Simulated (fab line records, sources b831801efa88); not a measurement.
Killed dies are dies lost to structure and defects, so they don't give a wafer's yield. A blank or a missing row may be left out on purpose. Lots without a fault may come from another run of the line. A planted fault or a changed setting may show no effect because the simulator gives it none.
Which tool did it? | flow sky130 | 13 lots, 39 wafers sampled, at 4 steps of a route of 708

WHAT THE GAUGES READ, wafer by wafer
SKY_NWELL_THK_MEAS_02.
lot  | measured    | on            | NWELL_OXIDATION_THK (nm)
L277 | day 2 13:49 | film_metro-02 | 9.97 10.03 10.11
L278 | day 3 00:54 | film_metro-01 | 10.15 10.34 10.13
L279 | day 3 04:58 | film_metro-02 | 9.96 9.92 9.78
L280 | day 3 09:13 | film_metro-01 | 9.91 9.98 10.01
L281 | day 3 09:13 | film_metro-04 | 9.93 9.97 9.99
L282 | day 3 13:53 | film_metro-02 | 10.04 10.16 10.07
L283 | day 4 01:16 | film_metro-02 | 9.52 9.60 9.46
L285 | day 4 07:05 | film_metro-02 | 9.66 9.65 9.60
L286 | day 4 17:47 | film_metro-04 | 9.92 9.95 10.07
L287 | day 4 20:20 | film_metro-04 | 10.05 10.05 9.95
L288 | day 5 00:36 | film_metro-01 | 9.78 9.78 9.91
L296 | day 7 03:18 | film_metro-02 | 10.58 10.47 10.66
L297 | day 7 06:13 | film_metro-02 | 11.06 10.90 11.04

SKY_NWELL_TW_MEAS_26.
lot  | measured     | on            | NWELL_2_TW
L277 | day 5 06:14  | film_metro-02 | 489 488 488
L278 | day 5 19:40  | film_metro-02 | 488 488 488
L279 | day 6 00:43  | film_metro-01 | 487 488 488
L280 | day 6 05:34  | film_metro-01 | 487 486 486
L281 | day 6 05:52  | film_metro-02 | 490 489 491
L282 | day 6 08:46  | film_metro-02 | 493 492 490
L283 | day 7 00:19  | film_metro-04 | 484 486 484
L285 | day 7 07:16  | film_metro-04 | 483 486 485
L286 | day 7 18:32  | film_metro-02 | 482 488 485
L287 | day 7 21:04  | film_metro-01 | 491 492 493
L288 | day 8 09:37  | film_metro-04 | 489 488 485
L296 | day 10 13:35 | film_metro-02 | 490 485 485
L297 | day 10 23:19 | film_metro-04 | 490 490 489

WHICH TOOL RAN EACH LOT (tool, then ch and the chambers of the sampled wafers, then the start)
lot  | SKY_FIELD_ISO_ETCH_14             | SKY_FIELD_ISO_STRIP_16
L277 | rie_diel-01 ch 1,2,3, day 2 05:08 | plasma_asher-03 ch 0,1, day 2 05:14
L278 | rie_diel-03 ch 0,1, day 2 08:32   | plasma_asher-01 ch 0,1, day 2 08:38
L279 | rie_diel-03 ch 1,2,3, day 2 14:10 | plasma_asher-02 ch 0,1, day 2 14:16
L280 | rie_diel-01 ch 2,3, day 2 22:12   | plasma_asher-01 ch 0,1, day 2 22:17
L281 | rie_diel-01 ch 0,2, day 3 01:31   | plasma_asher-03 ch 0,1, day 3 01:37
L282 | rie_diel-04 ch 1,2, day 3 08:10   | plasma_asher-02 ch 0,1, day 3 08:16
L283 | rie_diel-03 ch 1,2,3, day 3 18:25 | plasma_asher-02 ch 0,1, day 3 18:31
L285 | rie_diel-03 ch 1,2, day 3 23:05   | plasma_asher-02 ch 0,1, day 3 23:11
L286 | rie_diel-01 ch 0,2,3, day 4 03:51 | plasma_asher-02 ch 0,1, day 4 03:56
L287 | rie_diel-04 ch 0,1,3, day 4 09:17 | plasma_asher-02 ch 0,1, day 4 09:23
L288 | rie_diel-04 ch 0,1,3, day 4 14:34 | plasma_asher-02 ch 0,1, day 4 14:41
L296 | rie_diel-01 ch 0,1,3, day 6 20:19 | plasma_asher-01 ch 0,1, day 6 20:25
L297 | rie_diel-01 ch 0,1, day 6 21:01   | plasma_asher-02 ch 0,1, day 6 21:07
- SKY_FIELD_ISO_ETCH_14: etches BARC in N2/H2, stops on SiO2, time 45.9 s, target depth 60 nm.
- SKY_FIELD_ISO_STRIP_16: strips in O2/N2.

WHAT THE TOOLS THEMSELVES READ (means of the sampled wafers that have a number; where no wafer has one, the mark that the record gives instead)
SKY_FIELD_ISO_ETCH_14.
lot  | tool        | drypump_motor_current_A (A) | oes_product_au (a.u.) | throttle_valve_pct (%)
L277 | rie_diel-01 | 6.1                         | 0.857                 | 13.219
L278 | rie_diel-03 | 5.6                         | 0.855                 | 13.229
L279 | rie_diel-03 | 5.5                         | 0.854                 | 13.225
L280 | rie_diel-01 | 5.9                         | 0.856                 | 13.230
L281 | rie_diel-01 | 5.9                         | 0.855                 | 13.221
L282 | rie_diel-04 | 5.7                         | 0.857                 | 13.232
L283 | rie_diel-03 | 5.6                         | 0.857                 | 13.224
L285 | rie_diel-03 | 5.9                         | 0.854                 | 13.234
L286 | rie_diel-01 | 5.9                         | 0.853                 | 13.226
L287 | rie_diel-04 | 5.8                         | 0.856                 | 13.229
L288 | rie_diel-04 | 5.8                         | 0.857                 | 13.231
L296 | rie_diel-01 | 6.2                         | 0.851                 | 13.222
L297 | rie_diel-01 | 6.2                         | 0.855                 | 13.226

SKY_FIELD_ISO_STRIP_16.
lot  | tool            | drypump_motor_current_A (A) | oes_product_au (a.u.) | strip_time_to_endpoint_s (s)
L277 | plasma_asher-03 | 5.9                         | 0.376                 | 3.55
L278 | plasma_asher-01 | 5.6                         | 0.384                 | 3.53
L279 | plasma_asher-02 | 5.7                         | 0.377                 | 3.56
L280 | plasma_asher-01 | 6.0                         | 0.380                 | 3.53
L281 | plasma_asher-03 | 6.2                         | 0.378                 | 3.55
L282 | plasma_asher-02 | 5.7                         | 0.371                 | 3.49
L283 | plasma_asher-02 | 5.5                         | 0.376                 | 3.56
L285 | plasma_asher-02 | 5.7                         | 0.376                 | 3.56
L286 | plasma_asher-02 | 5.5                         | 0.380                 | 3.58
L287 | plasma_asher-02 | 5.7                         | 0.378                 | 3.57
L288 | plasma_asher-02 | 5.7                         | 0.377                 | 3.52
L296 | plasma_asher-01 | 5.6                         | 0.378                 | 3.54
L297 | plasma_asher-02 | 5.7                         | 0.382                 | 3.59

THE ANSWER, worked out from the rows above alone
Rule: what is usual is taken from the lots themselves. Put in order of their means at a reading, lots are off if they are a third of the lots or fewer, leave a main group of 4 or more, and stand apart from it by a gap of 3 or more times the standard deviation of the main group's means; of several such gaps the widest counts. A main group whose means are all the same, to the digits that the tables above print for the reading, isn't used. A lot without any number at a reading at which 4 lots or more have one is off too. The other lots that the step has rows for count as sound. The gauges are gone through in route order, then the tools' own readings, and for those a lot's mean is taken as printed above. The first step at which some lot is off is used, and at that step the reading that is off furthest; a lot without a number counts as furthest.
No lot is off at any reading shown: from this, nothing can be told.

WHAT THE SIMULATOR HAD PUT IN
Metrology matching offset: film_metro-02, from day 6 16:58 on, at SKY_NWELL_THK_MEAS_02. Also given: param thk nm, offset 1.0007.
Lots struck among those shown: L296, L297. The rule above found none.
